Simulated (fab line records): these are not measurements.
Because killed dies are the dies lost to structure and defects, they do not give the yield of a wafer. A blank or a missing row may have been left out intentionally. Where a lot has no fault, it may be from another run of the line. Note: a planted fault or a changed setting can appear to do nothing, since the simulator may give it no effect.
fab line records	flow sky130	part 2 of 2: steps 29 to 38 of 38
record: lots: 5	wafers: 15	lastDay: 51
route steps=708 shown VIA1@473 METAL2@483 VIA2@507
lots with no fault: from the same line, run without faults
startH: the number of hours between the record's first day and the start of the first shown wafer of the lot	waitH: hours from the lot's prior step to this one	" the same as in the row above	L1.1+2: a single row standing in for several wafers	- no value present, or no start provided	* or withheld: withheld	< > ~ a bound
route shown NAME@n: NAME is a module with steps in the file, n the number in the route of the first one	usual: average and standard deviation across the fault-free wafers	same: alike in all rows	chamber/n: place in a boat	sites: the reading at each site	_std_site: how widely they spread, as a standard deviation	_edge_site: inner sites' mean taken away from outer sites' mean	radiusMm: for every site, how far away it sits from the centre of the wafer	mask NAME#n: copy n	behind: the tool/chamber that last shaped the wafer	hold: cause of the lot's hold/its duration in hours/its outcome	device: names the non-switching transistor (n, p or np)	end of line: tests run on the same wafers once the route is complete	a step without rows: its recipe alone	killed: dies lost to structure and defects at the first sort, not the wafer's yield	map: per-die view of a wafer (x killed, . not killed, _ where there is no die)
set.NAME: the run value of the setting; set.NAME@STEP: its run value at that earlier step	model.NAME: the simulator's own value behind a step, which no gauge read
lots at selected steps of the route; one table per step, one row per wafer
services: from which hour (startH, from the record's first day; less than 0 if before it) a tool's chamber was out of use, for how many hours, and why
== steps ==
step: SKY_METAL2_ETCH_18
recipe: chemistry: N2/H2	target: BARC	ionEnergyEv: 200	biasW: 100	pressureMtorr: 30	n2FlowSccm: 100	h2FlowSccm: 200	icpW: 500	stopOn: SiO2	timeS: 45.9	targetDepthA: 600
usual: drypumpMotorCurrentA: 6.07/0.29	n2FlowSccm: 100.02/0.28	oesProductAu: 0.855/0.0047	throttleValvePct: 13.225/0.0094
lot.wafer	tool	chamber	startH	waitH	drypumpMotorCurrentA	n2FlowSccm	oesProductAu	rfHoursCounterH	throttleValvePct
L082.3	rieMetal-03	1	911.25	0.0	5.81	100.13	0.856	-	13.225
L082.4	"	0	"	"	6.20	100.30	0.856	-	13.210
L082.6	"	0	"	"	6.15	99.95	0.859	-	13.218
L083.2	rieMetal-04	1	912.83	0.0	6.51	100.29	0.854	3	13.214
L083.4	"	0	"	"	5.65	99.88	0.851	-	13.211
L083.6	"	0	"	"	5.65	100.11	0.858	-	13.228
L091.2	rieMetal-02	0	956.58	0.0	5.88	99.52	0.852	13	13.239
L091.3	"	0	"	"	5.87	99.75	0.849	-	13.242
L091.6	"	0	"	"	5.89	99.80	0.849	-	13.206
L096.3	rieMetal-02	1	988.60	0.0	6.31	99.81	0.858	-	13.226
L096.5	"	1	"	"	6.29	99.84	0.845	-	13.234
L096.6	"	0	"	"	5.87	99.71	0.851	-	13.214
L097.1	rieMetal-04	1	999.11	0.0	6.50	99.97	0.849	8	13.212
L097.2	"	0	"	"	5.65	99.93	0.851	13	13.215
L097.3	"	0	"	"	5.66	99.74	0.852	-	13.222
step: SKY_METAL2_METAL_ETCH_19
recipe: targetDepthA: 3600	stopOn: SiO2	overEtchFrac: 0.3	timeS: 78	chemistry: Cl2/BCl3	resistSidewallDeg: 88	pressureMtorr: 10	icpW: 900	biasW: 48.5	Cl2_flow_sccm: 60	bcl3FlowSccm: 30
usual: drypumpMotorCurrentA: 6.06/0.29	oesProductAu: 0.855/0.0053	throttleValvePct: 22.264/0.01
lot.wafer	tool	chamber	startH	waitH	drypumpMotorCurrentA	oesProductAu	rfHoursCounterH	throttleValvePct
L082.3	rieMetal-03	1	911.32	0.1	5.78	0.856	-	22.254
L082.4	"	0	"	"	6.14	0.852	-	22.282
L082.6	"	0	"	"	6.13	0.855	-	22.251
L083.2	rieMetal-04	1	912.89	0.0	6.50	0.851	3	22.282
L083.4	"	0	"	"	5.63	0.861	-	22.247
L083.6	"	0	"	"	5.62	0.855	-	22.246
L091.2	rieMetal-02	0	956.64	0.0	5.88	0.855	13	22.277
L091.3	"	0	"	"	5.90	0.848	-	22.270
L091.6	"	0	"	"	5.87	0.859	-	22.261
L096.3	rieMetal-02	1	988.67	0.1	6.27	0.853	-	22.267
L096.5	"	1	"	"	6.27	0.858	-	22.256
L096.6	"	0	"	"	5.87	0.853	-	22.266
L097.1	rieMetal-04	1	999.17	0.0	6.50	0.854	8	22.276
L097.2	"	0	"	"	5.65	0.852	13	22.268
L097.3	"	0	"	"	5.63	0.866	-	22.261
step: SKY_METAL2_STRIP_20
recipe: chemistry: O2/N2	powerW: 1400	pressureMtorr: 1500	platenTempC: withheld	o2FlowSccm: 3000	n2FlowSccm: 300	overashFraction: 0.5
usual: drypumpMotorCurrentA: 5.73/0.24	n2FlowSccm: 300.2/0.88	oesProductAu: 0.343/0.0048	stripTimeToEndpointS: 2.71/0.049
lot.wafer	tool	chamber	startH	waitH	drypumpMotorCurrentA	n2FlowSccm	oesProductAu	rfHoursCounterH	stripTimeToEndpointS
L082.3	plasmaAsher-04	0	911.41	0.1	5.89	299.4	0.344	-	2.69
L082.4	"	1	"	"	5.83	299.7	0.344	-	2.73
L082.6	"	0	"	"	5.89	299.6	0.343	-	2.77
L083.2	plasmaAsher-02	1	912.98	0.1	5.95	301.0	0.347	17	2.75
L083.4	"	1	"	"	5.90	300.4	0.345	-	2.76
L083.6	"	0	"	"	5.70	300.4	0.345	-	2.77
L091.2	plasmaAsher-03	0	956.73	0.1	5.31	300.0	0.340	113	2.65
L091.3	"	0	"	"	5.31	299.8	0.345	-	2.61
L091.6	"	0	"	"	5.33	300.2	0.342	-	2.65
L096.3	plasmaAsher-04	0	988.77	0.1	5.89	300.6	0.340	-	2.67
L096.5	"	0	"	"	5.90	299.5	0.339	-	2.67
L096.6	"	1	"	"	5.84	299.5	0.346	-	2.67
L097.1	plasmaAsher-04	1	999.26	0.1	5.88	301.3	0.342	56	2.74
L097.2	"	0	"	"	5.93	301.2	0.345	56	2.76
L097.3	"	1	"	"	5.88	301.4	0.349	-	2.78
step: SKY_METAL2_STRIP_21
recipe: chemistry: postEtchResidueRemover	timeS: 1200	tempC: 72.5
lot.wafer	tool	chamber	startH	waitH
L082.3+4+6	wetBench-04	1	911.48	0.0
L083.2+4+6	wetBench-01	3	913.08	0.1
L091.2+3+6	wetBench-01	2	956.83	0.1
L096.3+5+6	wetBench-04	1	988.83	0.0
L097.1+2+3	wetBench-02	1	999.36	0.1
step: SKY_METAL2_CLEAN_22
recipe: chemistry: IPA	timeS: 180	tempC: 25
lot.wafer	tool	chamber	startH	waitH
L082.3+4+6	wetBench-02	1	911.85	0.0
L083.2+4+6	wetBench-04	2	913.42	0.0
L091.2+3+6	wetBench-02	3	957.17	0.0
L096.3+5+6	wetBench-02	0	989.62	0.0
L097.1+2+3	wetBench-02	2	999.70	0.0
step: SKY_METAL2_CLEAN_23
recipe: chemistry: O3/DIW	dry: n2Spin
lot.wafer	tool	chamber	startH	waitH
L082.3+4+6	wetBench-01	2	911.91	0.0
L083.2+4+6	wetBench-01	1	913.48	0.0
L091.2+3+6	wetBench-04	0	957.24	0.0
L096.3+5+6	wetBench-02	3	989.73	0.1
L097.1+2+3	wetBench-02	3	999.76	0.0
step: SKY_VIA2_HDPCVD_00
recipe: material: SiO2	targetThkNm: 1180	sigmaOpenFrac: 0.3	timeS: 196.7	tempC: 400	sih4FlowSccm: 60	pressureMtorr: 6
lot.wafer	tool	chamber	startH	waitH
L082.3+4+6	hdpcvd-01	0,0,2	912.00	0.0
L083.2+4+6	hdpcvd-01	0,0,2	913.57	0.0
L091.2+3+6	hdpcvd-01	2,1,2	957.33	0.0
L096.3+5+6	hdpcvd-01	0,2,0	989.83	0.0
L097.1+2+3	hdpcvd-01	0,1,2	999.85	0.0
step: SKY_VIA2_THK_MEAS_01
recipe: reads: SiO2_of_VIA2_HDPCVD_00
usual: VIA2_HDPCVD_THK: 1178/12
lot.wafer	tool	chamber	startH	waitH	VIA2_HDPCVD_THK[nm]
L082.3	filmMetro-01	-	912.15	0.1	1183
L082.4	"	-	"	"	1156
L082.6	"	-	"	"	1161
L083.2	filmMetro-01	-	913.71	0.1	1190
L083.4	"	-	"	"	1180
L083.6	"	-	"	"	1171
L091.2	filmMetro-03	-	957.46	0.1	1166
L091.3	"	-	"	"	1170
L091.6	"	-	"	"	1170
L096.3	filmMetro-02	-	989.97	0.1	1186
L096.5	"	-	"	"	1176
L096.6	"	-	"	"	1173
L097.1	filmMetro-01	-	999.98	0.1	1181
L097.2	"	-	"	"	1189
L097.3	"	-	"	"	1166
step: SKY_VIA2_CMP_02
recipe: material: SiO2	downForcePsi: 4	platenRpm: 60	padVelocityMS: 0.94248
usual: motorCurrentA: 11.8/0.65
lot.wafer	tool	chamber	startH	waitH	motorCurrentA
L082.3	cmp-02	3	912.19	0.0	12.0
L082.4	"	1	"	"	12.6
L082.6	"	3	"	"	12.5
L083.2	cmp-02	0	914.09	0.4	11.7
L083.4	"	1	"	"	12.3
L083.6	"	2	"	"	12.1
L091.2	cmp-01	3	957.61	0.1	12.2
L091.3	"	0	"	"	10.6
L091.6	"	2	"	"	11.5
L096.3	cmp-02	0	990.16	0.2	11.6
L096.5	"	1	"	"	11.9
L096.6	"	2	"	"	12.3
L097.1	cmp-02	1	1000.04	0.1	12.1
L097.3	"	3	"	"	12.6
L097.2	"	0	"	"	11.8
step: SKY_VIA2_BOW_MEAS_03
recipe: mode: bow
usual: VIA2_BOW: 86/7.3
lot.wafer	tool	chamber	startH	waitH	VIA2_BOW[um]
L082.3	filmMetro-01	-	912.53	0.3	94
L082.4	"	-	"	"	101
L082.6	"	-	"	"	99
L083.2	filmMetro-01	-	914.33	0.2	77
L083.4	"	-	"	"	79
L083.6	"	-	"	"	97
L091.2	filmMetro-01	-	957.83	0.2	97
L091.3	"	-	"	"	91
L091.6	"	-	"	"	92
L096.3	filmMetro-02	-	990.35	0.1	90
L096.5	"	-	"	"	77
L096.6	"	-	"	"	89
L097.1	filmMetro-01	-	1000.34	0.2	84
L097.2	"	-	"	"	95
L097.3	"	-	"	"	82
== services ==
tool	chamber	startH	hours	kind
rieDiel-04	2	862.39	2.2	repair
wetBench-03	-	873.27	1.8	repair
krfScanner-01	-	877.10	1.5	repair
hdpcvd-01	-	878.92	22.1	repair
pvdSputter-01	-	884.99	2.0	repair
pvdSputter-02	-	887.82	1.0	repair
cmp-02	-	894.23	13.3	pm
cvdW-01	-	894.86	2.2	repair
wetBench-03	-	908.27	1.6	repair
krfScanner-01	-	908.63	0.8	pm
cmp-01	-	912.00	4.0	pm
cmp-02	-	915.41	2.3	repair
hdpcvd-01	0	943.97	3.6	repair
cmp-01	-	950.76	2.6	repair
krfScanner-01	-	964.34	1.3	pm
rieMetal-03	1	964.36	25.9	repair
pvdSputter-01	-	964.91	0.7	repair
krfScanner-01	-	967.39	1.0	pm
wetBench-03	-	970.09	1.0	repair
cmp-02	-	972.12	3.2	repair
cvdW-01	0	981.61	4.1	repair
wetBench-01	-	984.55	1.9	pm
cvdW-01	1	986.44	8.9	repair
pvdSputter-01	-	994.16	3.2	repair
